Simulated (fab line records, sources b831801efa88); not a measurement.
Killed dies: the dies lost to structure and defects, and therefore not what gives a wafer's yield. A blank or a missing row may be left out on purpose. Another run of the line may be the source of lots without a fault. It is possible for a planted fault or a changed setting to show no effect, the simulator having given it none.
Split-lot study	flow gf180mcu	5 lots, 23 wafers read, on a route of 602 steps

## THE SPLIT
At GF_V5_CMP_04 (polishes SiO2), the setting leaveAboveRefNm was moved away from the recipe's 855 nm on 8 of the 23 wafers read, by -3.5% to +7.4%. The other wafers ran this setting at the recipe's value.

## FROM THE SPLIT TO THE READING: what the file shows between them, 4 steps
- GF_V5_EXPOSE_11: exposes mask Via5, target cd 260 nm (also split here: doseMj)
- GF_V5_PEB_12: peb time 90 s
- GF_V5_DEVELOP_13: develop time 60 s
- GF_V5_ETCH_16: etches BARC in N2/H2

## THE READING
oesProductAu, in a.u., at GF_V5_ETCH_17 (etches SiO2 in C4F8/O2/Ar, stops on TiN, target depth 855 nm). A value of 0.861 a.u. with a standard deviation of 0.0042 a.u. is what fault-free wafers of this fab line usually give.

wafer	tool, chamber at the split	leaveAboveRefNm as run, nm	against the recipe	oesProductAu, a.u.	against lot-mates on the recipe
L074.1	cmp-02, 2,3,1	855	recipe	0.864	-
L074.2	cmp-02, 1,0	838.4	-1.9%	0.854	-0.007
L074.3	cmp-02, 1,0	838.4	-1.9%	0.851	-0.010
L074.4	cmp-02, 2,3,1	855	recipe	0.859	-
L074.5	cmp-02, 2,3,1	855	recipe	0.860	-
L075.2	cmp-01, 2,3,0	855	recipe	0.850	-
L075.3	cmp-01, 2,3,0	855	recipe	0.861	-
L075.4	cmp-01, 2,3,0	855	recipe	0.863	-
L075.5	cmp-01, 2,3	918.4	+7.4%	0.888	+0.030
L075.6	cmp-01, 2,3	918.4	+7.4%	0.897	+0.039
L082.1	cmp-02, 3,0,2	855	recipe	0.855	-
L082.2	cmp-02, 3,0,2	855	recipe	0.857	-
L082.3	cmp-02, 3,0,2	855	recipe	0.867	-
L082.4	cmp-02, 1,0	832.9	-2.6%	0.845	-0.015
L082.5	cmp-02, 1,0	832.9	-2.6%	0.851	-0.009
L084.1	cmp-01, 2,1	825.4	-3.5%	0.842	-0.021
L084.2	cmp-01, 1,3,2	855	recipe	0.863	-
L084.4	cmp-01, 1,3,2	855	recipe	0.865	-
L084.5	cmp-01, 2,1	825.4	-3.5%	0.844	-0.019
L084.6	cmp-01, 1,3,2	855	recipe	0.860	-
L085.1	cmp-01, 1,2,1	855	recipe	0.856	-
L085.3	cmp-01, 1,2,1	855	recipe	0.860	-
L085.5	cmp-01, 1,2,1	855	recipe	0.857	-
If several chambers appear in one row, that row covers several wafers at once and the file leaves open which wafer was in which chamber.

FIT RESULTS
A straight line over all 23 wafers: oesProductAu changes by +0.00446 a.u. for each +1% of leaveAboveRefNm; r = +0.95; the points scatter about the line by 0.004 a.u.
The same after taking each lot's own level away (the mean of its wafers on the recipe; 23 wafers): +0.00478 a.u. for each +1%; r = +0.96; scatter 0.0038 a.u.
That fit puts the effect of the largest move of leaveAboveRefNm on the reading at 0.035 a.u.
Measured against the standard deviation above, the lots' own levels, which go from 0.8577 to 0.8627 a.u., span 1.2 times it.
The two slopes are in agreement: the lot-to-lot level therefore moves the slope only a little.
Check: for one of the wafers moved furthest among these (+7.4%), held out of the fit, the line's prediction against its lot-mates is +0.0388 a.u. Against them it came out at +0.03 a.u.

## OTHER SPLITS ON THESE WAFERS
These wafers also went through other splits before the reading. Each is held against what the fit with the lots' levels taken away leaves over:
other split on the same wafers	wafers away from the commonest value	r with oesProductAu (lot level and that fit taken away)
GF_M4_COAT_09 resistThkNm	8	+0.05
GF_V4_CVD_00 sih4FlowSccm	7	+0.39
GF_V4_CMP_04 leaveAboveRefNm	11	+0.15
GF_V4_ETCH_16 ionEnergyEv	9	-0.04
GF_V4_SPUTTER_21 timeS	8	-0.12
GF_MIM_SPUTTER_00 timeS	9	+0.00
GF_MIM_COAT_14 resistThkNm	11	-0.14
GF_MIM_METAL_ETCH_19 icpW	11	-0.13
GF_V5_EXPOSE_11 doseMj	12	+0.19

## FILE'S OWN FIT
oesProductAu changes by +0.00483 a.u. for each +1% of leaveAboveRefNm, r = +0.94.
